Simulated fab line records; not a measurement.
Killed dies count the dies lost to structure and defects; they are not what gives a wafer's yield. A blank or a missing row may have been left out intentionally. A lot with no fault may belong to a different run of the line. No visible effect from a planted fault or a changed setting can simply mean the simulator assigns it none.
fab line records + flow sky130
[record]
- lots = 12
- wafers = 36
- last-day = 50
route steps=708 shown METAL4@600 CAP2M@604 PAD_OPEN@708
lots with no fault: from the same line, run without faults
start-h: the number of hours between the record's first day and the start of the first shown wafer of the lot + wait-h: hours since the lot's step before + " the same as in the row above + L1.1+2: a single row standing in for several wafers + - either no value or no given start + * or withheld: withheld + < > ~ a bound
route shown NAME@n: names a module that has steps shown in the file, with the first one's number in the route + usual: mean/standard deviation taken from wafers without a fault + same: alike in all rows + chamber/n: place in a boat + sites: each site's reading + _std_site: the standard deviation of these + _edge_site: mean of outer sites minus mean of inner sites + radius-mm: for every site, how far away it sits from the centre of the wafer + mask NAME#n: copy n + behind: tool/chamber where the wafer was last shaped + hold: why the lot was held/for how many hours/how that ended + device: the n, p or np transistor that did not switch + end of line: at the end of the route, the tests of the same wafers + a step with no rows: only its recipe + killed: dies lost to structure and defects at the first sort, not the wafer's yield + map: shows each die of a wafer: x if killed, . if not, _ if none is there
set.NAME: the setting the step ran with; set.NAME@STEP: the setting that earlier step ran with + model.NAME: the simulator's own value behind a step, which no gauge read
route steps across a sampled set of lots; one table per step, one row per wafer
services: the hour from which a tool's chamber was out of use, counted from the record's first day as start-h (under 0 if before that day), plus the number of hours and why
[[steps]]
[step SKY_METAL4_SPUTTER_02]
[recipe]
- material = AlCu
- target-thk-nm = 735
- power-w = 10600
- time-s = 39.1
- chamber-pressure-pa = 0.4
[usual]
- chamber-pressure-pa = 0.3999/0.0009
- throttle-valve-pct = 30.3/1.3
| lot.wafer | tool           | chamber | start-h | wait-h | chamber-pressure-pa | throttle-valve-pct |
|-----------|----------------|---------|---------|--------|---------------------|--------------------|
| L686.1    | pvd-sputter-01 | -       | 933.54  | 0.0    | 0.3988              | 27.0               |
| L686.4    | "              | -       | "       | "      | 0.3994              | 30.3               |
| L686.6    | "              | -       | "       | "      | 0.3998              | 32.0               |
| L691.2    | pvd-sputter-01 | -       | 956.94  | 0.0    | 0.4005              | 29.9               |
| L691.3    | "              | -       | "       | "      | 0.3997              | 30.5               |
| L691.4    | "              | -       | "       | "      | 0.3990              | 32.0               |
| L695.1    | pvd-sputter-03 | -       | 990.23  | 0.0    | 0.3986              | 30.4               |
| L695.3    | "              | -       | "       | "      | 0.3999              | 31.2               |
| L695.6    | "              | -       | "       | "      | 0.4003              | 30.9               |
| L697.1    | pvd-sputter-03 | -       | 990.61  | 0.0    | 0.4005              | 30.0               |
| L697.4    | "              | -       | "       | "      | 0.3994              | 31.1               |
| L697.6    | "              | -       | "       | "      | 0.3982              | 31.2               |
| L694.1    | pvd-sputter-03 | -       | 990.94  | 0.0    | 0.4008              | 31.1               |
| L694.5    | "              | -       | "       | "      | 0.3992              | 31.2               |
| L694.6    | "              | -       | "       | "      | 0.4002              | 29.7               |
| L696.2    | pvd-sputter-03 | -       | 1002.55 | 0.0    | 0.4019              | 30.0               |
| L696.5    | "              | -       | "       | "      | 0.3990              | 29.9               |
| L696.6    | "              | -       | "       | "      | 0.3992              | 31.0               |
| L698.4    | pvd-sputter-01 | -       | 1017.67 | 0.0    | 0.3992              | 31.9               |
| L698.5    | "              | -       | "       | "      | 0.4012              | 30.5               |
| L698.6    | "              | -       | "       | "      | 0.4006              | 31.9               |
| L699.1    | pvd-sputter-01 | -       | 1024.54 | 0.0    | 0.4015              | 29.8               |
| L699.2    | "              | -       | "       | "      | 0.3997              | 30.5               |
| L699.6    | "              | -       | "       | "      | 0.3990              | 31.8               |
| L701.3    | pvd-sputter-03 | -       | 1041.48 | 0.0    | 0.4004              | 30.9               |
| L701.4    | "              | -       | "       | "      | 0.4003              | 30.3               |
| L701.6    | "              | -       | "       | "      | 0.3992              | 30.3               |
| L705.1    | pvd-sputter-01 | -       | 1070.64 | 0.0    | 0.3985              | 32.1               |
| L705.4    | "              | -       | "       | "      | 0.4018              | 30.0               |
| L705.5    | "              | -       | "       | "      | 0.4003              | 27.2               |
| L706.1    | pvd-sputter-02 | -       | 1074.86 | 0.0    | 0.3988              | 31.1               |
| L706.3    | "              | -       | "       | "      | 0.3999              | 30.3               |
| L706.6    | "              | -       | "       | "      | 0.3988              | 30.9               |
| L708.2    | pvd-sputter-02 | -       | 1078.85 | 0.0    | 0.3999              | 30.3               |
| L708.4    | "              | -       | "       | "      | 0.3986              | 29.7               |
| L708.6    | "              | -       | "       | "      | 0.3999              | 30.7               |
[step SKY_CAP2M_THK_MEAS_01]
[recipe]
- reads = SiO2_of_CAP2M_CVD_00
[usual]
- CAP2M_CVD_00_THK = 15.42/0.22
| lot.wafer | tool          | chamber | start-h | wait-h | CAP2M_CVD_00_THK[nm] |
|-----------|---------------|---------|---------|--------|----------------------|
| L686.1    | film-metro-01 | -       | 933.67  | -      | 15.56                |
| L686.4    | "             | -       | "       | "      | 15.76                |
| L686.6    | "             | -       | "       | "      | 15.64                |
| L691.2    | film-metro-01 | -       | 957.08  | -      | 15.34                |
| L691.3    | "             | -       | "       | "      | 15.33                |
| L691.4    | "             | -       | "       | "      | 15.55                |
| L695.1    | film-metro-02 | -       | 990.36  | -      | 15.40                |
| L695.3    | "             | -       | "       | "      | 15.44                |
| L695.6    | "             | -       | "       | "      | 15.48                |
| L697.1    | film-metro-03 | -       | 990.74  | -      | 15.28                |
| L697.4    | "             | -       | "       | "      | 15.50                |
| L697.6    | "             | -       | "       | "      | 15.73                |
| L694.1    | film-metro-03 | -       | 991.07  | -      | 14.84                |
| L694.5    | "             | -       | "       | "      | 15.40                |
| L694.6    | "             | -       | "       | "      | 15.29                |
| L696.2    | film-metro-02 | -       | 1002.70 | -      | 15.04                |
| L696.5    | "             | -       | "       | "      | 15.32                |
| L696.6    | "             | -       | "       | "      | 15.25                |
| L698.4    | film-metro-03 | -       | 1017.84 | -      | 15.41                |
| L698.5    | "             | -       | "       | "      | 15.47                |
| L698.6    | "             | -       | "       | "      | 15.33                |
| L699.1    | film-metro-01 | -       | 1024.67 | -      | 15.36                |
| L699.2    | "             | -       | "       | "      | 15.34                |
| L699.6    | "             | -       | "       | "      | 15.52                |
| L701.3    | film-metro-03 | -       | 1041.62 | -      | 15.24                |
| L701.4    | "             | -       | "       | "      | 15.11                |
| L701.6    | "             | -       | "       | "      | 15.58                |
| L705.1    | film-metro-03 | -       | 1070.77 | -      | 15.11                |
| L705.4    | "             | -       | "       | "      | 15.62                |
| L705.5    | "             | -       | "       | "      | 15.74                |
| L706.1    | film-metro-02 | -       | 1075.00 | -      | 15.64                |
| L706.3    | "             | -       | "       | "      | 15.29                |
| L706.6    | "             | -       | "       | "      | 15.46                |
| L708.2    | film-metro-02 | -       | 1079.00 | -      | 15.03                |
| L708.4    | "             | -       | "       | "      | 15.31                |
| L708.6    | "             | -       | "       | "      | 15.43                |
[step SKY_METAL4_DESCUM_15]
[recipe]
- chemistry = O2
- source-power-w = 150
- bias-power-w = 0
- pressure-mtorr = 10
- temp-c = 40
- time-s = 8
[usual]
- drypump-motor-current-A = 5.9/0.55
- oes-product-au = 0.998/0.013
[same]
- bias-power-w = 0
| lot.wafer | tool         | chamber | start-h | wait-h | drypump-motor-current-A | oes-product-au | rf-hours-counter-h |
|-----------|--------------|---------|---------|--------|-------------------------|----------------|--------------------|
| L686.1    | rie-metal-02 | 0       | 983.83  | 0.0    | 6.8                     | 1.000          | 14                 |
| L686.4    | "            | 1       | "       | "      | 5.8                     | 0.990          | -                  |
| L686.6    | "            | 1       | "       | "      | 5.8                     | 0.994          | -                  |
| L691.2    | rie-metal-03 | 1       | 1005.33 | 0.0    | 5.9                     | 1.020          | 11                 |
| L691.3    | "            | 1       | "       | "      | 6.0                     | 1.010          | -                  |
| L691.4    | "            | 0       | "       | "      | 5.1                     | 0.976          | -                  |
| L695.1    | rie-metal-03 | 1       | 1035.75 | 0.0    | 6.0                     | 1.008          | 13                 |
| L695.3    | "            | 1       | "       | "      | 6.0                     | 1.005          | -                  |
| L695.6    | "            | 1       | "       | "      | 6.0                     | 1.015          | -                  |
| L697.1    | rie-metal-04 | 0       | 1035.87 | 0.0    | 5.3                     | 0.989          | 18                 |
| L697.4    | "            | 0       | "       | "      | 5.3                     | 0.996          | -                  |
| L697.6    | "            | 0       | "       | "      | 5.3                     | 0.999          | -                  |
| L694.1    | rie-metal-04 | 0       | 1036.98 | 0.0    | 5.3                     | 1.001          | 19                 |
| L694.5    | "            | 0       | "       | "      | 5.3                     | 0.998          | -                  |
| L694.6    | "            | 1       | "       | "      | 6.0                     | 0.996          | -                  |
| L696.2    | rie-metal-04 | 0       | 1049.23 | 0.0    | 5.3                     | 0.996          | 19                 |
| L696.5    | "            | 0       | "       | "      | 5.3                     | 0.978          | -                  |
| L696.6    | "            | 1       | "       | "      | 6.0                     | 0.979          | -                  |
| L698.4    | rie-metal-02 | 1       | 1062.74 | 0.0    | 5.8                     | 1.006          | -                  |
| L698.5    | "            | 1       | "       | "      | 5.8                     | 1.004          | -                  |
| L698.6    | "            | 0       | "       | "      | 6.7                     | 0.998          | -                  |
| L699.1    | rie-metal-02 | 1       | 1070.43 | 0.0    | 5.7                     | 1.007          | 14                 |
| L699.2    | "            | 0       | "       | "      | 6.7                     | 0.992          | 19                 |
| L699.6    | "            | 0       | "       | "      | 6.7                     | 0.992          | -                  |
| L701.3    | rie-metal-02 | 0       | 1084.54 | 0.0    | 6.7                     | 1.003          | -                  |
| L701.4    | "            | 1       | "       | "      | 5.7                     | 1.005          | -                  |
| L701.6    | "            | 0       | "       | "      | 6.8                     | 0.988          | -                  |
| L705.1    | rie-metal-03 | 1       | 1112.13 | 0.0    | 6.0                     | 1.024          | 19                 |
| L705.4    | "            | 1       | "       | "      | 6.0                     | 1.015          | -                  |
| L705.5    | "            | 1       | "       | "      | 5.9                     | 1.024          | -                  |
| L706.1    | rie-metal-03 | 1       | 1116.78 | 0.0    | 6.0                     | 1.017          | 20                 |
| L706.3    | "            | 1       | "       | "      | 6.0                     | 1.009          | -                  |
| L706.6    | "            | 1       | "       | "      | 6.0                     | 1.012          | -                  |
| L708.2    | rie-metal-03 | 1       | 1120.63 | 0.0    | 6.0                     | 1.018          | 21                 |
| L708.4    | "            | 1       | "       | "      | 6.0                     | 1.009          | -                  |
| L708.6    | "            | 0       | "       | "      | 5.1                     | 0.987          | -                  |
[step SKY_METAL4_ETCH_16]
[recipe]
- chemistry = N2/H2
- target = BARC
- ion-energy-ev = 200
- bias-w = 100
- pressure-mtorr = 30
- n2-flow-sccm = 100
- h2-flow-sccm = 200
- icp-w = 500
- stop-on = SiO2
- time-s = 88.2
- target-depth-a = 600
[usual]
- drypump-motor-current-A = 5.9/0.55
- h2-flow-sccm = 199.9/0.56
- oes-product-au = 0.626/0.0047
- throttle-valve-pct = 13.205/0.0091
| lot.wafer | tool         | chamber | start-h | wait-h | drypump-motor-current-A | h2-flow-sccm | oes-product-au | rf-hours-counter-h | throttle-valve-pct |
|-----------|--------------|---------|---------|--------|-------------------------|--------------|----------------|--------------------|--------------------|
| L686.1    | rie-metal-02 | 0       | 983.86  | 0.0    | 6.8                     | 199.1        | 0.627          | 14                 | 13.201             |
| L686.4    | "            | 1       | "       | "      | 5.8                     | 199.9        | 0.632          | -                  | 13.217             |
| L686.6    | "            | 1       | "       | "      | 5.8                     | 200.4        | 0.616          | -                  | 13.216             |
| L691.2    | rie-metal-03 | 1       | 1005.36 | 0.0    | 6.0                     | 199.7        | 0.620          | 11                 | 13.211             |
| L691.3    | "            | 1       | "       | "      | 6.0                     | 200.1        | 0.627          | -                  | 13.196             |
| L691.4    | "            | 0       | "       | "      | 5.1                     | 199.2        | 0.628          | -                  | 13.206             |
| L695.1    | rie-metal-03 | 1       | 1035.78 | 0.0    | 6.0                     | 199.7        | 0.629          | 13                 | 13.201             |
| L695.3    | "            | 1       | "       | "      | 6.0                     | 200.8        | 0.635          | -                  | 13.210             |
| L695.6    | "            | 1       | "       | "      | 6.0                     | 201.0        | 0.621          | -                  | 13.207             |
| L697.1    | rie-metal-04 | 0       | 1035.90 | 0.0    | 5.3                     | 200.2        | 0.624          | 18                 | 13.209             |
| L697.4    | "            | 0       | "       | "      | 5.3                     | 200.4        | 0.629          | -                  | 13.208             |
| L697.6    | "            | 0       | "       | "      | 5.3                     | 199.1        | 0.620          | -                  | 13.204             |
| L694.1    | rie-metal-04 | 0       | 1037.01 | 0.0    | 5.3                     | 199.1        | 0.635          | 19                 | 13.187             |
| L694.5    | "            | 0       | "       | "      | 5.3                     | 199.8        | 0.632          | -                  | 13.206             |
| L694.6    | "            | 1       | "       | "      | 6.1                     | 199.6        | 0.627          | -                  | 13.213             |
| L696.2    | rie-metal-04 | 0       | 1049.26 | 0.0    | 5.3                     | 199.6        | 0.629          | 19                 | 13.212             |
| L696.5    | "            | 0       | "       | "      | 5.3                     | 200.3        | 0.630          | -                  | 13.200             |
| L696.6    | "            | 1       | "       | "      | 6.0                     | 199.6        | 0.621          | -                  | 13.210             |
| L698.4    | rie-metal-02 | 1       | 1062.80 | 0.0    | 5.8                     | 200.1        | 0.619          | -                  | 13.201             |
| L698.5    | "            | 1       | "       | "      | 5.8                     | 199.8        | 0.625          | -                  | 13.210             |
| L698.6    | "            | 0       | "       | "      | 6.8                     | 200.2        | 0.620          | -                  | 13.219             |
| L699.1    | rie-metal-02 | 1       | 1070.46 | 0.0    | 5.8                     | 200.5        | 0.622          | 14                 | 13.193             |
| L699.2    | "            | 0       | "       | "      | 6.8                     | 199.7        | 0.619          | 19                 | 13.197             |
| L699.6    | "            | 0       | "       | "      | 6.8                     | 200.1        | 0.629          | -                  | 13.193             |
| L701.3    | rie-metal-02 | 0       | 1084.59 | 0.0    | 6.7                     | 200.0        | 0.629          | -                  | 13.196             |
| L701.4    | "            | 1       | "       | "      | 5.9                     | 199.1        | 0.628          | -                  | 13.193             |
| L701.6    | "            | 0       | "       | "      | 6.7                     | 200.3        | 0.624          | -                  | 13.198             |
| L705.1    | rie-metal-03 | 1       | 1112.19 | 0.1    | 6.0                     | 199.6        | 0.627          | 19                 | 13.214             |
| L705.4    | "            | 1       | "       | "      | 6.0                     | 198.8        | 0.630          | -                  | 13.210             |
| L705.5    | "            | 1       | "       | "      | 6.0                     | 199.4        | 0.624          | -                  | 13.216             |
| L706.1    | rie-metal-03 | 1       | 1116.84 | 0.1    | 6.0                     | 200.2        | 0.627          | 20                 | 13.217             |
| L706.3    | "            | 1       | "       | "      | 6.0                     | 199.4        | 0.632          | -                  | 13.213             |
| L706.6    | "            | 1       | "       | "      | 6.0                     | 200.3        | 0.625          | -                  | 13.210             |
| L708.2    | rie-metal-03 | 1       | 1120.66 | 0.0    | 6.0                     | 199.7        | 0.631          | 21                 | 13.202             |
| L708.4    | "            | 1       | "       | "      | 6.0                     | 199.2        | 0.633          | -                  | 13.197             |
| L708.6    | "            | 0       | "       | "      | 5.1                     | 199.6        | 0.624          | -                  | 13.202             |
[step SKY_PAD_OPEN_PROBE_99]
[usual]
- defect-limited-yield = 82.6/1.9
- killed_at_M0_to_M3 = 43/7.2
- killed_at_M4_up = 3.5/2
- killed-at-contacts = 24/5.2
- killed-at-front-end = 15/4.4
- killed-at-other = 0.2/0.48
- killed-dies = 85/9.4
- killed-open = 46/7.3
- killed-short = 39/6.1
[same]
- gross-dies = 492
- killed-at-back-side = 0
| lot.wafer | tool      | chamber | start-h | wait-h | defect-limited-yield[%] | killed_at_M0_to_M3 | killed_at_M4_up | killed-at-contacts | killed-at-front-end | killed-at-other | killed-dies | killed-open | killed-short |
|-----------|-----------|---------|---------|--------|-------------------------|--------------------|-----------------|--------------------|---------------------|-----------------|-------------|-------------|--------------|
| L699.1    | prober-02 | -       | 1153.69 | 0.1    | 85.2                    | 38                 | 2               | 25                 | 8                   | 0               | 73          | 40          | 33           |
| L699.2    | prober-02 | -       | 1153.74 | 0.1    | 82.7                    | 48                 | 4               | 19                 | 13                  | 1               | 85          | 37          | 48           |
| L699.6    | prober-02 | -       | 1153.94 | 0.2    | 81.3                    | 51                 | 2               | 25                 | 14                  | 0               | 92          | 52          | 40           |
| L706.1    | prober-02 | -       | 1192.27 | 0.1    | 71.5                    | 36                 | 62              | 26                 | 15                  | 1               | 140         | 42          | 41           |
| L706.3    | prober-02 | -       | 1192.37 | 0.2    | 72.2                    | 45                 | 54              | 27                 | 11                  | 0               | 137         | 55          | 31           |
| L706.6    | prober-02 | -       | 1192.52 | 0.2    | 74.6                    | 29                 | 59              | 27                 | 10                  | 0               | 125         | 43          | 29           |
| L708.2    | prober-01 | -       | 1197.73 | 0.1    | 73.2                    | 29                 | 55              | 27                 | 21                  | 0               | 132         | 34          | 46           |
| L708.4    | prober-01 | -       | 1197.83 | 0.2    | 72.0                    | 42                 | 52              | 27                 | 17                  | 0               | 138         | 52          | 36           |
| L708.6    | prober-01 | -       | 1197.93 | 0.2    | 73.8                    | 45                 | 54              | 17                 | 12                  | 1               | 129         | 43          | 37           |
// killed by level:class
L699.1 CONTACT:geometric-particle:open=11 VIA1:geometric-particle:open=11 METAL1:geometric-particle:short=5 CONTACT:geometric-particle:short=5 VIA1:geometric-particle:short=5 LI_CONTACT:geometric-particle:open=4 LOCAL_INTERCONNECT:geometric-particle:short=4 VIA3:geometric-particle:open=4
L699.2 METAL1:geometric-particle:short=13 VIA1:geometric-particle:open=11 LI_CONTACT:geometric-particle:open=7 METAL2:geometric-particle:short=7 VIA1:geometric-particle:short=6 POLY_GATE:geometric-particle:short=5 CONTACT:geometric-particle:open=5 FIELD_ISO:geometric-particle:short=3
L699.6 VIA1:geometric-particle:open=10 VIA1:geometric-particle:short=9 CONTACT:geometric-particle:open=8 LI_CONTACT:geometric-particle:open=7 VIA3:geometric-particle:open=7 VIA2:geometric-particle:open=6 FIELD_ISO:geometric-particle:short=4 LOCAL_INTERCONNECT:geometric-particle:short=4
L706.1 METAL4:unspecified=57 CONTACT:geometric-particle:open=10 VIA1:geometric-particle:open=8 LOCAL_INTERCONNECT:geometric-particle:short=7 VIA2:geometric-particle:open=6 POLY_GATE:geometric-particle:short=4 CONTACT:geometric-particle:short=4 METAL2:geometric-particle:short=4
L706.3 METAL4:unspecified=51 VIA1:geometric-particle:open=13 LI_CONTACT:geometric-particle:open=10 VIA3:geometric-particle:open=9 FIELD_ISO:geometric-particle:open=5 CONTACT:geometric-particle:open=5 VIA2:geometric-particle:open=5 LI_CONTACT:geometric-particle:short=4
L706.6 METAL4:unspecified=53 CONTACT:geometric-particle:open=15 VIA1:geometric-particle:open=6 METAL2:geometric-particle:short=5 LI_CONTACT:geometric-particle:open=4 LOCAL_INTERCONNECT:geometric-particle:short=4 CONTACT:geometric-particle:short=4 VIA3:geometric-particle:open=4
L708.2 METAL4:unspecified=52 CONTACT:geometric-particle:open=9 POLY_GATE:geometric-particle:short=8 LI_CONTACT:geometric-particle:open=7 VIA1:geometric-particle:short=6 VIA1:geometric-particle:open=6 FIELD_ISO:geometric-particle:short=4 LOCAL_INTERCONNECT:geometric-particle:short=4
L708.4 METAL4:unspecified=50 VIA1:geometric-particle:open=14 CONTACT:geometric-particle:open=9 VIA3:geometric-particle:open=8 LI_CONTACT:geometric-particle:open=7 CONTACT:geometric-particle:short=7 VIA1:geometric-particle:short=7 FIELD_ISO:geometric-particle:short=6
L708.6 METAL4:unspecified=49 VIA1:geometric-particle:open=11 CONTACT:geometric-particle:open=8 VIA2:geometric-particle:open=7 VIA3:geometric-particle:open=6 VIA1:geometric-particle:short=5 METAL1:geometric-particle:short=5 METAL3:geometric-particle:short=5
[[services]]
| tool           | chamber | start-h | hours | kind                   |
|----------------|---------|---------|-------|------------------------|
| pvd-sputter-01 | -       | 921.14  | 2.2   | repair                 |
| pvd-sputter-02 | -       | 942.10  | 84.7  | repair                 |
| rie-metal-03   | -       | 945.62  | 1.4   | pm                     |
| rie-metal-03   | -       | 947.72  | 14.6  | pm                     |
| rie-metal-02   | 1       | 985.86  | 7.6   | repair                 |
| pvd-sputter-01 | 1       | 992.93  | -     | consumable-replace:kit |
| pvd-sputter-01 | 1       | 992.93  | 18.0  | scheduled-down         |
| pvd-sputter-01 | 1       | 992.93  | 18.0  | vent-cycle             |
| pvd-sputter-02 | -       | 1009.48 | 8.0   | repair                 |
| pvd-sputter-01 | -       | 1041.24 | 1.4   | repair                 |
| rie-metal-02   | -       | 1048.05 | 2.8   | pm                     |
| pvd-sputter-03 | 2       | 1055.10 | -     | consumable-replace:kit |
| pvd-sputter-03 | 2       | 1055.10 | 18.0  | scheduled-down         |
| pvd-sputter-03 | 2       | 1055.10 | 18.0  | vent-cycle             |
| pvd-sputter-02 | 1       | 1062.23 | -     | consumable-replace:kit |
| pvd-sputter-02 | 1       | 1062.23 | 18.0  | scheduled-down         |
| pvd-sputter-01 | -       | 1071.19 | 1.2   | repair                 |
| pvd-sputter-03 | -       | 1082.50 | 2.9   | repair                 |
| pvd-sputter-01 | 0       | 1085.83 | -     | consumable-replace:kit |
| pvd-sputter-01 | 0       | 1085.83 | 18.0  | scheduled-down         |
| pvd-sputter-01 | 0       | 1085.83 | 18.0  | vent-cycle             |
| rie-metal-03   | 0       | 1094.27 | 1.4   | repair                 |
| rie-metal-03   | 0       | 1111.55 | 5.8   | repair                 |
| pvd-sputter-01 | -       | 1120.32 | 4.8   | repair                 |
[[key]]
[first-sign]
- step = SKY_PAD_OPEN_PROBE_99
- reading = killed_at_M4_up
- direction = up
- sigmas = 26
- usual = 3.5
- struck = 56
[effect]
- step = SKY_PAD_OPEN_PROBE_99
- reading = defect-limited-yield
- direction = down
- sigmas = 5.1
- usual = 82.6
- struck = 72.9
met-at SKY_METAL4_ETCH_16
struck-lots L706,L708
not-acting-at SKY_METAL4_SPUTTER_02,SKY_CAP2M_THK_MEAS_01,SKY_METAL4_DESCUM_15
onset-between 1112.19 1116.84
also-fits time
[fault]
- kind = chamber-particle-source
- tool = rie-metal-03
- chamber = -
- onset-h = 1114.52
- steps = SKY_METAL4_ETCH_16
- rate-per-visit-cm2 = 0.7809
- end-h = 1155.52
